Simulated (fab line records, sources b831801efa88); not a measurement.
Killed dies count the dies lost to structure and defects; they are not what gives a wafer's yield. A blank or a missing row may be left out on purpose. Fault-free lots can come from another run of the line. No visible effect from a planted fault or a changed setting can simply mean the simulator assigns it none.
fab line records -- flow sky130
record: lots: 11, wafers: 33, last-day: 50
route steps=708 shown METAL3@534 VIA3@587 PAD_OPEN@708
lots that met no fault: taken from a fault-free run of the same line
start-h: the number of hours between the record's first day and the start of the first shown wafer of the lot -- wait-h: time in hours since the lot's previous step -- " repeats the value in the row above -- L1.1+2: one row covering several wafers at once -- - no value, or no start was given -- * or withheld: withheld -- < > ~ a bound
route shown NAME@n: a module of which the file shows steps, and the number in the route of the first -- usual: average and standard deviation across the fault-free wafers -- same: alike in all rows -- chamber/n: place in a boat -- sites: the reading at each site -- _std_site: the values' standard deviation -- _edge_site: inner sites' mean taken away from outer sites' mean -- radius-mm: for every site, how far away it sits from the centre of the wafer -- mask NAME#n: copy n -- behind: the most recent tool/chamber to have shaped the wafer -- hold: what put the lot on hold/how long, in hours/how the hold closed -- device: the transistor (n, p or np) that didn't switch -- end of line: at the end of the route, the tests of the same wafers -- where a step has no rows: the recipe by itself -- killed: not the wafer's yield, but the dies lost to structure and defects at the first sort -- map: a wafer's dies, marking killed ones x, the rest . and places with no die _
set.NAME: the setting that was run; set.NAME@STEP: the one run at that earlier step -- model.NAME: the simulator's own value behind a step, which no gauge read
route steps across a sampled set of lots; one table per step, one row per wafer
services: the hour from which a tool's chamber was out of use, counted from the record's first day as start-h (under 0 if before that day), plus the number of hours and why
== steps ==
step: SKY_METAL3_SPUTTER_02
recipe: material: AlCu, target-thk-nm: 735, power-w: 10600, time-s: 39.1, chamber-pressure-pa: 0.4
usual: chamber-pressure-pa: 0.4000/0.00077, throttle-valve-pct: 30.2/1.1
lot.wafer,tool,chamber,start-h,wait-h,chamber-pressure-pa,throttle-valve-pct
L952.2,pvd-sputter-04,-,892.49,0.0,0.3997,31.9
L952.3,pvd-sputter-04,-,892.49,0.0,0.3979,28.8
L952.4,pvd-sputter-04,-,892.49,0.0,0.4005,28.8
L950.1,pvd-sputter-04,-,893.42,0.0,0.3991,28.8
L950.3,pvd-sputter-04,-,893.42,0.0,0.4007,30.3
L950.5,pvd-sputter-04,-,893.42,0.0,0.3991,32.2
L954.2,pvd-sputter-03,-,893.79,0.0,0.4000,29.2
L954.3,pvd-sputter-03,-,893.79,0.0,0.3984,28.4
L954.5,pvd-sputter-03,-,893.79,0.0,0.4003,29.5
L953.2,pvd-sputter-02,-,894.49,0.0,0.3997,31.4
L953.4,pvd-sputter-02,-,894.49,0.0,0.4010,29.8
L953.6,pvd-sputter-02,-,894.49,0.0,0.4005,29.5
L958.1,pvd-sputter-02,-,918.01,0.0,0.3999,31.5
L958.4,pvd-sputter-02,-,918.01,0.0,0.3998,29.3
L958.6,pvd-sputter-02,-,918.01,0.0,0.4004,31.4
L961.1,pvd-sputter-02,-,944.50,0.0,0.3980,31.3
L961.5,pvd-sputter-02,-,944.50,0.0,0.3997,29.9
L961.6,pvd-sputter-02,-,944.50,0.0,0.3996,29.3
L962.1,pvd-sputter-02,-,950.80,0.0,0.4002,30.0
L962.4,pvd-sputter-02,-,950.80,0.0,0.4012,31.3
L962.5,pvd-sputter-02,-,950.80,0.0,0.4005,29.9
L965.1,pvd-sputter-02,-,967.35,0.0,0.3995,31.5
L965.2,pvd-sputter-02,-,967.35,0.0,0.3997,29.8
L965.5,pvd-sputter-02,-,967.35,0.0,0.3993,31.2
L966.1,pvd-sputter-03,-,967.70,0.0,0.3995,29.5
L966.2,pvd-sputter-03,-,967.70,0.0,0.4008,31.1
L966.5,pvd-sputter-03,-,967.70,0.0,0.3999,31.3
L964.1,pvd-sputter-02,-,969.60,0.0,0.3991,29.2
L964.3,pvd-sputter-02,-,969.60,0.0,0.3983,29.5
L964.5,pvd-sputter-02,-,969.60,0.0,0.4002,29.2
L973.2,pvd-sputter-04,-,1002.40,0.0,0.3995,32.2
L973.4,pvd-sputter-04,-,1002.40,0.0,0.4009,28.7
L973.6,pvd-sputter-04,-,1002.40,0.0,0.4007,28.9
step: SKY_METAL3_SPUTTER_03
recipe: material: Ti, target-thk-nm: 5, power-w: 3000, time-s: 3.3, chamber-pressure-pa: 0.4
usual: chamber-pressure-pa: 0.4002/0.00084, throttle-valve-pct: 30.2/1.1
lot.wafer,tool,chamber,start-h,wait-h,chamber-pressure-pa,throttle-valve-pct
L952.2,pvd-sputter-04,-,892.53,0.0,0.4007,32.0
L952.3,pvd-sputter-04,-,892.53,0.0,0.4008,28.9
L952.4,pvd-sputter-04,-,892.53,0.0,0.4001,28.9
L950.1,pvd-sputter-04,-,893.46,0.0,0.4000,28.5
L950.3,pvd-sputter-04,-,893.46,0.0,0.4003,30.4
L950.5,pvd-sputter-04,-,893.46,0.0,0.3991,31.9
L954.2,pvd-sputter-03,-,893.83,0.0,0.4002,29.1
L954.3,pvd-sputter-03,-,893.83,0.0,0.4015,28.3
L954.5,pvd-sputter-03,-,893.83,0.0,0.4018,29.5
L953.2,pvd-sputter-02,-,894.53,0.0,0.3986,31.5
L953.4,pvd-sputter-02,-,894.53,0.0,0.3990,29.7
L953.6,pvd-sputter-02,-,894.53,0.0,0.3988,29.8
L958.1,pvd-sputter-02,-,918.05,0.0,0.3989,31.3
L958.4,pvd-sputter-02,-,918.05,0.0,0.4001,29.3
L958.6,pvd-sputter-02,-,918.05,0.0,0.3982,31.2
L961.1,pvd-sputter-02,-,944.54,0.0,0.4001,31.5
L961.5,pvd-sputter-02,-,944.54,0.0,0.4013,30.0
L961.6,pvd-sputter-02,-,944.54,0.0,0.3990,29.2
L962.1,pvd-sputter-02,-,950.84,0.0,0.4004,30.2
L962.4,pvd-sputter-02,-,950.84,0.0,0.4016,31.5
L962.5,pvd-sputter-02,-,950.84,0.0,0.4013,29.5
L965.1,pvd-sputter-02,-,967.39,0.0,0.4000,31.5
L965.2,pvd-sputter-02,-,967.39,0.0,0.4008,29.7
L965.5,pvd-sputter-02,-,967.39,0.0,0.3999,31.1
L966.1,pvd-sputter-03,-,967.74,0.0,0.4004,29.3
L966.2,pvd-sputter-03,-,967.74,0.0,0.3998,31.1
L966.5,pvd-sputter-03,-,967.74,0.0,0.4005,30.9
L964.1,pvd-sputter-02,-,969.64,0.0,0.4001,29.0
L964.3,pvd-sputter-02,-,969.64,0.0,0.3987,29.5
L964.5,pvd-sputter-02,-,969.64,0.0,0.3994,29.4
L973.2,pvd-sputter-04,-,1002.44,0.0,0.4013,31.8
L973.4,pvd-sputter-04,-,1002.44,0.0,0.4001,28.7
L973.6,pvd-sputter-04,-,1002.44,0.0,0.4009,28.8
step: SKY_METAL3_DESCUM_15
recipe: chemistry: O2, source-power-w: 150, bias-power-w: 0, pressure-mtorr: 10, temp-c: 40, time-s: 8
usual: drypump-motor-current-A: 5.9/0.32, oes-product-au: 0.999/0.015
lot.wafer,tool,chamber,start-h,wait-h,drypump-motor-current-A,oes-product-au,rf-hours-counter-h
L952.2,rie-metal-03,0,942.57,0.0,5.5,1.008,17
L952.3,rie-metal-03,1,942.57,0.0,6.0,1.004,-
L952.4,rie-metal-03,0,942.57,0.0,5.5,1.018,-
L950.1,rie-metal-03,1,944.43,0.0,6.0,0.986,16
L950.3,rie-metal-03,0,944.43,0.0,5.5,1.013,-
L950.5,rie-metal-03,1,944.43,0.0,6.0,1.003,-
L954.2,rie-metal-04,1,945.13,0.0,6.4,1.018,9
L954.3,rie-metal-04,0,945.13,0.0,5.4,0.993,-
L954.5,rie-metal-04,1,945.13,0.0,6.4,1.024,-
L953.2,rie-metal-03,1,945.49,0.0,6.0,0.996,-
L953.4,rie-metal-03,1,945.49,0.0,6.0,0.998,-
L953.6,rie-metal-03,1,945.49,0.0,6.0,1.003,-
L958.1,rie-metal-04,1,967.92,0.0,6.3,1.024,10
L958.4,rie-metal-04,0,967.92,0.0,5.3,0.992,-
L958.6,rie-metal-04,1,967.92,0.0,6.3,1.022,-
L961.1,rie-metal-03,1,992.83,0.0,6.0,1.001,19
L961.5,rie-metal-03,0,992.83,0.0,5.5,1.021,-
L961.6,rie-metal-03,1,992.83,0.0,6.0,1.012,-
L962.1,rie-metal-04,1,998.58,0.0,6.4,1.016,13
L962.4,rie-metal-04,0,998.58,0.0,5.3,0.970,-
L962.5,rie-metal-04,1,998.58,0.0,6.4,1.016,-
L965.1,rie-metal-02,1,1015.13,0.0,6.1,0.977,16
L965.2,rie-metal-02,0,1015.13,0.0,5.9,0.990,11
L965.5,rie-metal-02,0,1015.13,0.0,5.9,1.000,-
L966.1,rie-metal-04,1,1015.48,0.0,6.4,1.025,13
L966.2,rie-metal-04,0,1015.48,0.0,5.3,0.991,14
L966.5,rie-metal-04,1,1015.48,0.0,6.4,1.017,-
L964.1,rie-metal-02,1,1017.93,0.0,6.0,0.978,17
L964.3,rie-metal-02,1,1017.93,0.0,6.1,0.979,-
L964.5,rie-metal-02,1,1017.93,0.0,6.1,0.980,-
L973.2,rie-metal-02,0,1049.28,0.0,5.8,0.995,13
L973.4,rie-metal-02,1,1049.28,0.0,6.1,0.990,-
L973.6,rie-metal-02,1,1049.28,0.0,6.1,0.986,-
step: SKY_METAL3_METAL_ETCH_18
recipe: target-depth-a: 8450, stop-on: SiO2, over-etch-frac: 0.3, time-s: 183.1, chemistry: Cl2/BCl3, resist-sidewall-deg: 88, pressure-mtorr: 10, icp-w: 900, bias-w: 48.5, Cl2_flow_sccm: 60, bcl3-flow-sccm: 30
usual: drypump-motor-current-A: 5.9/0.35, oes-product-au: 0.866/0.0064, throttle-valve-pct: 22.264/0.0089
lot.wafer,tool,chamber,start-h,wait-h,drypump-motor-current-A,oes-product-au,rf-hours-counter-h,throttle-valve-pct
L952.2,rie-metal-02,1,942.72,0.0,6.1,0.862,13,22.276
L952.3,rie-metal-02,0,942.72,0.0,5.8,0.866,-,22.246
L952.4,rie-metal-02,1,942.72,0.0,6.0,0.856,-,22.283
L950.1,rie-metal-02,0,944.58,0.0,5.8,0.862,8,22.240
L950.3,rie-metal-02,0,944.58,0.0,5.8,0.869,-,22.255
L950.5,rie-metal-02,1,944.58,0.0,6.0,0.856,-,22.276
L954.2,rie-metal-02,1,945.28,0.0,6.1,0.872,13,22.260
L954.3,rie-metal-02,1,945.28,0.0,6.0,0.863,-,22.286
L954.5,rie-metal-02,0,945.28,0.0,5.8,0.871,-,22.274
L953.2,rie-metal-02,1,945.76,0.0,6.1,0.864,13,22.273
L953.4,rie-metal-02,1,945.76,0.0,6.1,0.861,-,22.266
L953.6,rie-metal-02,0,945.76,0.0,5.9,0.860,-,22.278
L958.1,rie-metal-03,1,968.07,0.0,6.0,0.865,18,22.259
L958.4,rie-metal-03,0,968.07,0.0,5.5,0.865,-,22.257
L958.6,rie-metal-03,1,968.07,0.0,6.0,0.872,-,22.259
L961.1,rie-metal-04,1,992.98,0.0,6.3,0.859,12,22.280
L961.5,rie-metal-04,1,992.98,0.0,6.4,0.847,-,22.278
L961.6,rie-metal-04,1,992.98,0.0,6.4,0.873,-,22.253
L962.1,rie-metal-02,0,998.73,0.0,5.9,0.993,11,22.261
L962.4,rie-metal-02,0,998.73,0.0,5.9,0.999,-,22.258
L962.5,rie-metal-02,0,998.73,0.0,5.9,0.992,-,22.269
L965.1,rie-metal-03,1,1015.27,0.0,6.0,1.001,20,22.246
L965.2,rie-metal-03,0,1015.27,0.0,5.5,1.026,20,22.258
L965.5,rie-metal-03,0,1015.27,0.0,5.5,1.023,-,22.263
L966.1,rie-metal-02,0,1015.62,0.0,5.9,0.872,12,22.273
L966.2,rie-metal-02,1,1015.62,0.0,6.1,0.869,16,22.258
L966.5,rie-metal-02,0,1015.62,0.0,5.9,0.866,-,22.276
L964.1,rie-metal-04,1,1018.20,0.0,6.4,1.020,13,22.276
L964.3,rie-metal-04,0,1018.20,0.0,5.3,0.998,-,22.274
L964.5,rie-metal-04,0,1018.20,0.0,5.3,0.988,-,22.252
L973.2,rie-metal-04,0,1049.43,0.0,5.3,0.865,17,22.269
L973.4,rie-metal-04,0,1049.43,0.0,5.3,0.863,-,22.262
L973.6,rie-metal-04,1,1049.43,0.0,6.4,0.861,-,22.270
step: SKY_VIA3_ETCH_14
recipe: chemistry: N2/H2, target: BARC, ion-energy-ev: 200, source-w: 500, bias-w: 100, pressure-mtorr: 30, n2-flow-sccm: 100, h2-flow-sccm: 200, stop-on: SiO2, time-s: 45.9, target-depth-a: 600
usual: drypump-motor-current-A: 5.9/0.46, oes-product-au: 0.855/0.005, throttle-valve-pct: 13.224/0.0088
lot.wafer,tool,chamber,start-h,wait-h,drypump-motor-current-A,oes-product-au,rf-hours-counter-h,throttle-valve-pct
L952.2,rie-diel-01,3,968.87,0.0,5.9,0.844,2,13.223
L952.3,rie-diel-01,1,968.87,0.0,5.6,0.856,15,13.217
L952.4,rie-diel-01,3,968.87,0.0,5.9,0.859,-,13.208
L950.1,rie-diel-04,3,970.98,0.0,5.7,0.864,19,13.230
L950.3,rie-diel-04,2,970.98,0.0,6.4,0.853,7,13.216
L950.5,rie-diel-04,2,970.98,0.0,6.4,0.854,-,13.220
L954.2,rie-diel-02,2,971.33,0.0,4.9,0.857,15,13.223
L954.3,rie-diel-02,3,971.33,0.0,6.4,0.848,9,13.233
L954.5,rie-diel-02,1,971.33,0.0,6.7,0.853,-,13.232
L953.2,rie-diel-04,3,971.71,0.0,5.7,0.855,20,13.235
L953.4,rie-diel-04,2,971.71,0.0,6.4,0.862,7,13.212
L953.6,rie-diel-04,2,971.71,0.0,6.3,0.850,-,13.240
L958.1,rie-diel-02,0,993.29,0.0,6.1,0.853,10,13.222
L958.4,rie-diel-02,3,993.29,0.0,6.3,0.850,9,13.237
L958.6,rie-diel-02,1,993.29,0.0,6.7,0.849,-,13.234
L961.1,rie-diel-02,1,1018.28,0.0,6.7,0.855,15,13.212
L961.5,rie-diel-02,1,1018.28,0.0,6.7,0.859,-,13.229
L961.6,rie-diel-02,0,1018.28,0.0,6.2,0.857,-,13.230
L966.1,rie-diel-04,3,1039.33,0.0,5.7,0.857,22,13.225
L966.2,rie-diel-04,2,1039.33,0.0,6.3,0.865,10,13.223
L966.5,rie-diel-04,3,1039.33,0.0,5.7,0.858,-,13.225
L973.2,rie-diel-04,2,1073.13,0.0,6.3,0.847,10,13.228
L973.4,rie-diel-04,1,1073.13,0.0,5.5,0.863,18,13.230
L973.6,rie-diel-04,1,1073.13,0.0,5.5,0.860,-,13.238
step: SKY_PAD_OPEN_PROBE_99
usual: defect-limited-yield: 83.0/1.8, killed_at_M0_to_M3: 42/6.6, killed_at_M4_up: 3.0/1.7, killed-at-contacts: 24/5.3, killed-at-front-end: 15/4.5, killed-at-other: 0.2/0.49, killed-dies: 83/9, killed-on-rim: 16/4, killed-open: 45/6.9, killed-short: 38/5.8, sort_bin_3_pad_short: 0.8/0.4, sort_bin_5_function: 10.0/1.5, sort_bin_6_memory: 6.1/1.1, sort-n-pass: 409/9, sort-yield-pct: 83.0/1.8
same: gross-dies: 492, killed-at-back-side: 0, sort_bin_4_leakage[%]: 0, sort_bin_8_speed[%]: 0
lot.wafer,tool,chamber,start-h,wait-h,defect-limited-yield[%],killed_at_M0_to_M3,killed_at_M4_up,killed-at-contacts,killed-at-front-end,killed-at-other,killed-dies,killed-on-rim,killed-open,killed-short,sort_bin_3_pad_short[%],sort_bin_5_function[%],sort_bin_6_memory[%],sort-n-pass,sort-yield-pct[%]
L950.1,prober-02,-,1114.76,0.1,83.9,39,3,20,17,0,79,12,38,41,1.2,8.1,6.7,413,83.9
L950.3,prober-02,-,1114.86,0.2,82.7,40,4,23,18,0,85,17,47,38,0.2,10.4,6.7,407,82.7
L950.5,prober-02,-,1114.96,0.2,87.4,28,1,21,12,0,62,21,31,31,1.0,7.5,4.1,430,87.4
L954.2,prober-01,-,1116.31,0.1,84.3,37,3,29,8,0,77,15,41,36,1.4,8.9,5.3,415,84.3
L954.3,prober-01,-,1116.36,0.2,81.1,41,6,30,16,0,93,24,51,42,1.0,10.6,7.3,399,81.1
L954.5,prober-01,-,1116.46,0.2,83.5,40,4,28,9,0,81,17,47,34,0.4,10.8,5.3,411,83.5
L953.2,prober-02,-,1116.63,0.3,85.6,44,2,15,10,0,71,12,35,36,0.4,8.9,5.1,421,85.6
L953.4,prober-02,-,1116.73,0.4,82.5,43,6,26,11,0,86,14,51,35,1.2,10.2,6.1,406,82.5
L953.6,prober-02,-,1116.83,0.4,85.2,46,3,15,9,0,73,9,34,39,1.0,9.3,4.5,419,85.2
L958.1,prober-01,-,1131.93,0.1,84.1,36,1,26,15,0,78,12,46,32,0.6,9.1,6.1,414,84.1
L958.4,prober-01,-,1132.08,0.2,84.1,36,0,22,20,0,78,13,50,28,0.6,9.1,6.1,414,84.1
L958.6,prober-01,-,1132.18,0.2,83.9,27,1,34,15,2,79,20,45,34,0.4,9.8,5.9,413,83.9
L962.1,prober-01,-,1156.88,0.1,0,437,5,28,22,0,492,96,52,49,0.4,91.1,8.5,0,0
L962.4,prober-01,-,1157.03,0.2,0,454,5,24,9,0,492,96,36,37,0.6,94.7,4.7,0,0
L962.5,prober-01,-,1157.08,0.2,0,439,4,28,21,0,492,96,57,39,0.4,93.5,6.1,0,0
L965.1,prober-02,-,1168.09,0.1,0,457,5,20,10,0,492,96,47,40,1.2,91.9,6.9,0,0
L965.2,prober-02,-,1168.14,0.1,0,445,4,26,16,1,492,96,47,41,0.8,91.3,7.9,0,0
L965.5,prober-02,-,1168.29,0.2,0,455,5,18,14,0,492,96,46,48,0.6,92.5,6.9,0,0
L966.1,prober-01,-,1168.44,0.1,81.3,47,2,31,12,0,92,15,48,44,0.8,10.6,7.3,400,81.3
L966.2,prober-01,-,1168.49,0.1,82.3,41,3,32,9,2,87,14,41,44,0.8,9.6,7.3,405,82.3
L966.5,prober-01,-,1168.64,0.2,78.9,49,2,38,15,0,104,20,51,53,0.8,13.2,7.1,388,78.9
L964.1,prober-02,-,1171.08,0.1,0,454,2,24,12,0,492,96,49,35,0.4,93.5,6.1,0,0
L964.3,prober-02,-,1171.18,0.2,0,452,5,18,17,0,492,96,33,41,1.0,93.3,5.7,0,0
L964.5,prober-02,-,1171.28,0.2,0,447,4,30,11,0,492,96,38,46,0.6,92.5,6.9,0,0
killed by level:class
L950.1 METAL2:geometric-particle:short=9 CONTACT:geometric-particle:open=8 METAL1:geometric-particle:short=7 VIA2:geometric-particle:open=7 FIELD_ISO:geometric-particle:short=5 FIELD_ISO:geometric-particle:open=5 VIA3:geometric-particle:open=5 POLY_GATE:geometric-particle:short=4
L950.3 LI_CONTACT:geometric-particle:open=10 VIA1:geometric-particle:open=10 FIELD_ISO:geometric-particle:short=8 CONTACT:geometric-particle:open=6 VIA2:geometric-particle:open=6 METAL1:geometric-particle:short=5 POLY_GATE:geometric-particle:open=5 CONTACT:geometric-particle:short=4
L950.5 CONTACT:geometric-particle:open=8 VIA2:geometric-particle:open=7 CONTACT:geometric-particle:short=6 METAL3:geometric-particle:short=6 FIELD_ISO:geometric-particle:short=3 POLY_GATE:geometric-particle:short=3 POLY_GATE:geometric-particle:open=3 LI_CONTACT:geometric-particle:open=3
L954.2 CONTACT:geometric-particle:open=10 LI_CONTACT:geometric-particle:open=8 VIA1:geometric-particle:open=7 VIA1:geometric-particle:short=7 VIA3:geometric-particle:open=7 LI_CONTACT:geometric-particle:short=4 CONTACT:geometric-particle:short=4 METAL2:geometric-particle:short=4
L954.3 CONTACT:geometric-particle:open=12 METAL2:geometric-particle:short=8 VIA1:geometric-particle:open=8 VIA3:geometric-particle:open=8 LI_CONTACT:geometric-particle:open=7 SPACER:geometric-particle:open=6 CONTACT:geometric-particle:short=5 METAL4:geometric-particle:short=5
L954.5 CONTACT:geometric-particle:open=15 VIA1:geometric-particle:open=9 VIA3:geometric-particle:open=8 METAL2:geometric-particle:short=6 VIA2:geometric-particle:open=6 METAL1:geometric-particle:short=5 LOCAL_INTERCONNECT:geometric-particle:short=4 METAL4:geometric-particle:short=4
L953.2 VIA1:geometric-particle:short=8 VIA2:geometric-particle:open=8 METAL1:geometric-particle:short=6 METAL2:geometric-particle:short=5 FIELD_ISO:geometric-particle:open=4 CONTACT:geometric-particle:short=4 VIA3:geometric-particle:open=4 VIA1:geometric-particle:open=4
L953.4 CONTACT:geometric-particle:open=9 VIA1:geometric-particle:open=9 LI_CONTACT:geometric-particle:open=8 VIA3:geometric-particle:open=5 METAL2:geometric-particle:short=5 METAL1:geometric-particle:short=4 VIA2:geometric-particle:open=4 FIELD_ISO:geometric-particle:short=3
L953.6 METAL1:geometric-particle:short=10 VIA1:geometric-particle:open=10 CONTACT:geometric-particle:open=6 FIELD_ISO:geometric-particle:short=5 LI_CONTACT:geometric-particle:open=5 VIA1:geometric-particle:short=5 VIA2:geometric-particle:open=5 VIA2:geometric-particle:short=4
L958.1 LI_CONTACT:geometric-particle:open=11 VIA1:geometric-particle:open=9 VIA2:geometric-particle:open=7 LOCAL_INTERCONNECT:geometric-particle:short=5 METAL3:geometric-particle:short=5 FIELD_ISO:geometric-particle:short=4 LI_CONTACT:geometric-particle:short=4 VIA3:geometric-particle:open=4
L958.4 VIA1:geometric-particle:open=13 LI_CONTACT:geometric-particle:open=10 CONTACT:geometric-particle:open=8 POLY_GATE:geometric-particle:short=6 VIA2:geometric-particle:open=5 VIA3:geometric-particle:open=5 FIELD_ISO:geometric-particle:open=4 POLY_GATE:geometric-particle:open=3
L958.6 CONTACT:geometric-particle:open=9 VIA3:geometric-particle:open=8 LI_CONTACT:geometric-particle:open=8 CONTACT:geometric-particle:short=6 LOCAL_INTERCONNECT:geometric-particle:short=5 VIA1:geometric-particle:open=5 FIELD_ISO:geometric-particle:short=4 METAL2:geometric-particle:short=4
L962.1 METAL3:area-etch=390 VIA1:geometric-particle:open=13 CONTACT:geometric-particle:open=11 VIA1:geometric-particle:short=8 POLY_GATE:geometric-particle:open=7 VIA3:geometric-particle:open=7 POLY_GATE:geometric-particle:short=6 FIELD_ISO:geometric-particle:short=5
L962.4 METAL3:area-etch=419 CONTACT:geometric-particle:open=9 VIA1:geometric-particle:open=7 LI_CONTACT:geometric-particle:open=6 CONTACT:geometric-particle:short=5 VIA1:geometric-particle:short=5 VIA3:geometric-particle:open=5 METAL4:geometric-particle:short=5
L962.5 METAL3:area-etch=396 VIA1:geometric-particle:open=16 CONTACT:geometric-particle:open=13 METAL2:geometric-particle:short=8 LI_CONTACT:geometric-particle:open=8 FIELD_ISO:geometric-particle:short=7 POLY_GATE:geometric-particle:open=6 POLY_GATE:geometric-particle:short=5
L965.1 METAL3:area-etch=403 METAL2:geometric-particle:short=12 VIA1:geometric-particle:open=10 CONTACT:geometric-particle:open=8 VIA2:geometric-particle:open=6 LI_CONTACT:geometric-particle:open=5 METAL1:geometric-particle:short=5 VIA3:geometric-particle:open=5
L965.2 METAL3:area-etch=402 VIA1:geometric-particle:open=12 LI_CONTACT:geometric-particle:open=9 CONTACT:geometric-particle:open=9 METAL2:geometric-particle:short=7 POLY_GATE:geometric-particle:short=5 VIA2:geometric-particle:open=5 LOCAL_INTERCONNECT:geometric-particle:short=4
L965.5 METAL3:area-etch=398 VIA1:geometric-particle:open=12 VIA1:geometric-particle:short=9 VIA3:geometric-particle:open=8 METAL1:geometric-particle:short=6 VIA2:geometric-particle:open=6 FIELD_ISO:geometric-particle:short=5 CONTACT:geometric-particle:open=5
L966.1 VIA1:geometric-particle:open=13 CONTACT:geometric-particle:short=9 CONTACT:geometric-particle:open=8 METAL2:geometric-particle:short=8 VIA3:geometric-particle:open=8 VIA2:geometric-particle:open=6 LI_CONTACT:geometric-particle:open=5 METAL1:geometric-particle:short=5
L966.2 VIA1:geometric-particle:open=11 CONTACT:geometric-particle:open=9 VIA1:geometric-particle:short=9 LI_CONTACT:geometric-particle:short=7 METAL2:geometric-particle:short=7 CONTACT:geometric-particle:short=7 LI_CONTACT:geometric-particle:open=6 FIELD_ISO:geometric-particle:short=3
L966.5 CONTACT:geometric-particle:open=18 METAL2:geometric-particle:short=8 METAL1:geometric-particle:short=7 VIA1:geometric-particle:short=7 LOCAL_INTERCONNECT:geometric-particle:short=6 CONTACT:geometric-particle:short=6 FIELD_ISO:geometric-particle:short=5 POLY_GATE:geometric-particle:open=5
L964.1 METAL3:area-etch=408 CONTACT:geometric-particle:open=13 VIA1:geometric-particle:open=12 METAL2:geometric-particle:short=6 VIA2:geometric-particle:open=5 METAL1:geometric-particle:short=5 LI_CONTACT:geometric-particle:open=4 LOCAL_INTERCONNECT:geometric-particle:short=4
L964.3 METAL3:area-etch=418 METAL2:geometric-particle:short=9 POLY_GATE:geometric-particle:short=5 LOCAL_INTERCONNECT:geometric-particle:short=5 CONTACT:geometric-particle:open=5 VIA3:geometric-particle:open=5 POLY_GATE:geometric-particle:open=4 LI_CONTACT:geometric-particle:open=4
L964.5 METAL3:area-etch=408 LI_CONTACT:geometric-particle:short=9 LI_CONTACT:geometric-particle:open=8 VIA1:geometric-particle:open=7 VIA2:geometric-particle:open=6 METAL3:geometric-particle:short=6 METAL1:geometric-particle:short=5 CONTACT:geometric-particle:open=5
== services ==
tool,chamber,start-h,hours,kind
rie-diel-04,0,876.09,16.5,repair
rie-diel-01,2,882.26,4.1,repair
pvd-sputter-02,-,908.35,4.1,repair
rie-diel-04,1,908.80,3.2,repair
rie-diel-01,0,938.78,3.4,repair
pvd-sputter-02,0,939.23,-,consumable-replace:kit
pvd-sputter-02,0,939.23,18.0,scheduled-down
pvd-sputter-02,0,939.23,18.0,vent-cycle
rie-diel-02,0,945.26,8.0,repair
rie-diel-04,2,952.31,4.3,repair
rie-diel-01,3,953.55,3.7,repair
pvd-sputter-03,-,962.79,1.5,repair
pvd-sputter-03,-,968.51,6.8,repair
rie-diel-04,1,974.92,8.2,repair
rie-diel-01,1,983.50,44.0,repair
rie-metal-04,0,983.52,15.0,repair
rie-diel-04,0,985.86,1.8,repair
rie-diel-04,3,987.57,5.9,repair
pvd-sputter-04,-,1004.57,4.8,repair
rie-diel-04,1,1015.92,16.9,repair
rie-metal-04,1,1036.91,4.8,repair
rie-diel-04,0,1046.31,12.1,repair
pvd-sputter-02,3,1047.52,-,consumable-replace:kit
rie-metal-04,-,1063.36,1.3,repair
== key ==
first-sign: step: SKY_METAL3_METAL_ETCH_18, reading: oes-product-au, direction: up, sigmas: 22, usual: 0.866, struck: 1.005
effect: step: SKY_PAD_OPEN_PROBE_99, reading: killed_at_M0_to_M3, direction: up, sigmas: 62, usual: 42, struck: 449
more-kills-born-at: SKY_METAL3_METAL_ETCH_18@rie-metal-04: 1234, SKY_METAL3_METAL_ETCH_18@rie-metal-02: 1205, SKY_METAL3_METAL_ETCH_18@rie-metal-03: 1203
met-at SKY_METAL3_SPUTTER_02
struck-lots L962,L964,L965
later-rows-left-out L962.1,L962.4,L962.5,L964.1,L964.3,L964.5,L965.1,L965.2,L965.5
not-acting-at SKY_METAL3_SPUTTER_03,SKY_METAL3_DESCUM_15,SKY_VIA3_ETCH_14
onset-between 944.50 950.80
fault: kind: process-parameter-drift, tool: pvd-sputter-02, chamber: -, onset-h: 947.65, steps: SKY_METAL3_SPUTTER_02, channel: target-thk-nm, offset: 661.98, shape: step, end-h: 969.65, acts-in: these-recipes-only, stated: 735
later-rows-left-out: the simulator's readings of these wafers behind a module that went badly wrong aren't trusted and aren't shown, but for the sort
